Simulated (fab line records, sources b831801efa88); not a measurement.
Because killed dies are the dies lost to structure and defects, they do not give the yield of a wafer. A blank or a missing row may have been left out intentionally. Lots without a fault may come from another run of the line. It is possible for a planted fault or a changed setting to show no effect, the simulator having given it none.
A lot that was struck, set against a sound lot ; flow sfqLine ; 42 out of 325 route steps
Sound: wafers L103.1, L103.3, L103.5. Struck: wafer L110.2; the same lot's L110.5 was not struck, so it is left out; see the end for the cause.
At each step with rows: each side's tool, then ch and its chambers, then its first start. Under that, the readings that differ: sound wafers ; struck wafers ; difference of the means ; sigmas: that difference in standard deviations of wafers without a fault.
alike: readings whose means differ by less than 2 such deviations, and words and numbers that are the same on both sides. not compared: withheld readings, readings that some wafer has no value for, bounds like >300 that may hide the same value, and numbers for which the record gives no deviation and whose values overlap.
A row with sigmas, a row that says differs or no value, or rows on one side alone: a step with any of these is where the two part. Numbers that don't overlap but have no deviation are shown without sigmas and don't part them. Lack of a reading on every wafer of one side parts them only where that side has two or more wafers.

first, 6 steps without rows for these wafers: SFQ_TRILAYER_I3_VIA_LITHO_COAT_090 (resist thk 62 nm); SFQ_TRILAYER_I3_VIA_LITHO_COAT_085 (resist thk 650 nm); SFQ_TRILAYER_I3_VIA_LITHO_SOFTBAKE_089; SFQ_TRILAYER_I3_VIA_LITHO_EXPOSE_086 (exposes mask I3, target cd 500 nm); SFQ_TRILAYER_I3_VIA_LITHO_PEB_088 (peb time 60 s); SFQ_TRILAYER_I3_VIA_LITHO_DEVELOP_087 (time 60 s).
SFQ_I3_OVL_MEAS_923:
  sound on overlay-02 at day 36 19:22; struck on overlay-02 at day 42 15:26
  alike: I3_OVL
SFQ_TRILAYER_I3_VIA_BARC_OPEN_VIA_ETCH_121: etches BARC in O2, target depth 125 nm, time 41.7 s.
  sound on rieDiel-04 ch 1,2,3, day 36 19:24; struck on rieDiel-03 ch 1, day 42 15:28
  alike: chamberPressureMTorr, drypumpMotorCurrentA, oesProductAu
  not compared: rfHoursCounterH
then, 4 steps without rows for these wafers: SFQ_TRILAYER_I3_VIA_ETCH_VIA_ETCH_088 (etches SiO2 in CHF3, stops on Nb, target depth 260 nm); SFQ_TRILAYER_I3_VIA_STRIP_STRIP_089 (strips in O2); SFQ_TRILAYER_I3_VIA_STRIP_SOLV_CLEAN_090 (cleans in NMP, time 600 s); SFQ_TRILAYER_M4_DEP_PRE_CLEAN_092 (time 22.5 s).
SFQ_TRILAYER_M4_DEP_SPUTTER_091: material Nb, target thk 200 nm, time 133.3 s.
  sound on pvdSputter-06 at day 36 20:21; struck on pvdSputter-03 at day 42 16:25
reading;sound;struck;difference;sigmas
model.Nb_of_TRILAYER_M4_DEP_SPUTTER_091.thkNm (nm);200 200.9 197.4;218.6;+19.2;
  alike: throttleValvePct
SFQ_M4_RS_MEAS_924: measures by four-point-probe.
  sound on filmMetro-02 at day 36 20:26; struck on filmMetro-02 at day 42 16:32
reading;sound;struck;difference;sigmas
M4_NB_RS (ohm/sq);0.892 0.886 0.902;0.814;-0.079;-9
then, 6 steps without rows for these wafers: SFQ_TRILAYER_M4_LITHO_COAT_098 (resist thk 62 nm); SFQ_TRILAYER_M4_LITHO_COAT_093 (resist thk 600 nm); SFQ_TRILAYER_M4_LITHO_SOFTBAKE_097; SFQ_TRILAYER_M4_LITHO_EXPOSE_094 (exposes mask M4, target cd 500 nm); SFQ_TRILAYER_M4_LITHO_PEB_096 (peb time 60 s); SFQ_TRILAYER_M4_LITHO_DEVELOP_095 (time 60 s).
SFQ_M4_OVL_MEAS_926:
  sound on overlay-02 at day 40 07:53; struck on overlay-02 at day 42 20:14
  alike: M4_OVL
then, 1 step without rows for these wafers: SFQ_TRILAYER_M4_BARC_OPEN_METAL_ETCH_123 (etches BARC in O2, target depth 125 nm, time 41.7 s).
SFQ_TRILAYER_M4_ETCH_METAL_ETCH_096: etches Nb in Cl2/Ar, stops on SiO2, target depth 240 nm, time 120 s.
  sound on rieMetal-02 ch 0,1, day 40 07:58; struck on rieMetal-04 ch 0, day 42 20:19
reading;sound;struck;difference;sigmas
oesProductAu (a.u.);0.892 0.889 0.891;0.939;+0.048;+7
  alike: chamberPressureMTorr, drypumpMotorCurrentA
  not compared: rfHoursCounterH
then, 2 steps without rows for these wafers: SFQ_TRILAYER_M4_STRIP_STRIP_097 (strips in O2); SFQ_TRILAYER_M4_STRIP_SOLV_CLEAN_098 (cleans in NMP, time 600 s).
SFQ_TRILAYER_I4_DEP_PECVD_099: deposits SiO2 from SiH4/N2O, time 111.11 s, target thk 500 nm.
  sound on pecvd-02 ch 0,1,2, day 40 08:52; struck on pecvd-04 ch 2, day 42 21:14
reading;sound;struck;difference;sigmas
susceptorTempC (C);150.13 149.84 149.77;150.30;+0.39;+3
  alike: chamberPressureTorr, heaterPowerW, throttleValvePct
then, 1 step without rows for these wafers: SFQ_TRILAYER_I4_CMP_CMP_100 (polishes SiO2).
SFQ_I4_BOW_MEAS_927:
  sound on filmMetro-01 at day 42 00:07; struck on filmMetro-01 at day 43 03:08
  alike: I4_BOW
SFQ_TRILAYER_I4_METRO_MEASURE_101:
  sound on filmMetro-01 at day 42 00:14; struck on filmMetro-01 at day 43 03:26
  alike: thkNm
then, 6 steps without rows for these wafers: SFQ_TRILAYER_I4_VIA_LITHO_COAT_108 (resist thk 62 nm); SFQ_TRILAYER_I4_VIA_LITHO_COAT_103 (resist thk 650 nm); SFQ_TRILAYER_I4_VIA_LITHO_SOFTBAKE_107; SFQ_TRILAYER_I4_VIA_LITHO_EXPOSE_104 (exposes mask I4, target cd 700 nm); SFQ_TRILAYER_I4_VIA_LITHO_PEB_106 (peb time 60 s); SFQ_TRILAYER_I4_VIA_LITHO_DEVELOP_105 (time 60 s).
-- the record jumps here: 6 days lie between the struck wafers' starts before and after --
SFQ_I4_OVL_MEAS_928:
  sound on overlay-02 at day 47 17:46; struck on overlay-02 at day 49 03:22
  alike: I4_OVL
then, 1 step without rows for these wafers: SFQ_TRILAYER_I4_VIA_BARC_OPEN_VIA_ETCH_146 (etches BARC in O2, target depth 125 nm, time 41.7 s).
SFQ_TRILAYER_I4_VIA_ETCH_VIA_ETCH_106: etches SiO2 in CHF3, stops on Nb, target depth 260 nm.
  sound on rieDiel-01 ch 1,3, day 47 17:50; struck on rieDiel-02 ch 1, day 49 03:26
  alike: chamberPressureMTorr, drypumpMotorCurrentA, oesProductAu
SFQ_TRILAYER_I4_VIA_STRIP_STRIP_107: strips in O2.
  sound on rieMetal-03 ch 0,1, day 47 17:58; struck on rieMetal-02 ch 1, day 49 03:34
  alike: chamberPressureMTorr, drypumpMotorCurrentA, oesProductAu
  not compared: rfHoursCounterH
then, 2 steps without rows for these wafers: SFQ_TRILAYER_I4_VIA_STRIP_SOLV_CLEAN_108 (cleans in NMP, time 600 s); SFQ_TRILAYER_JJ_TRILAYER_DEP_PRE_CLEAN_113 (time 22.5 s).
-- the record jumps here: 30 days lie between the struck wafers' starts before and after --
SFQ_M8_BOW_MEAS_951:
  sound on filmMetro-02 at day 75 08:46; struck on filmMetro-02 at day 78 22:01
reading;sound;struck;difference;sigmas
model.etest.m4.ohmUm;1.788 1.774 1.809;1.636;-0.154;
model.etest.i3.linkOhm;1.982 1.964 1.981;1.885;-0.091;
model.etest.m4.ohmSq;0.8912 0.8874 0.9029;0.8156;-0.0782;
model.etest.i4.linkOhm;2.162 2.162 2.185;2.093;-0.077;
  alike: M8_BOW

## WHERE THEY PART
First at SFQ_M4_RS_MEAS_924; last, within this record, at SFQ_TRILAYER_I4_DEP_PECVD_099. Later steps at which nothing parts them and some readings are alike: SFQ_I4_BOW_MEAS_927, SFQ_TRILAYER_I4_METRO_MEASURE_101, SFQ_I4_OVL_MEAS_928, SFQ_TRILAYER_I4_VIA_ETCH_VIA_ETCH_106, SFQ_TRILAYER_I4_VIA_STRIP_STRIP_107, SFQ_M8_BOW_MEAS_951.

WHY: the cause the simulator had injected
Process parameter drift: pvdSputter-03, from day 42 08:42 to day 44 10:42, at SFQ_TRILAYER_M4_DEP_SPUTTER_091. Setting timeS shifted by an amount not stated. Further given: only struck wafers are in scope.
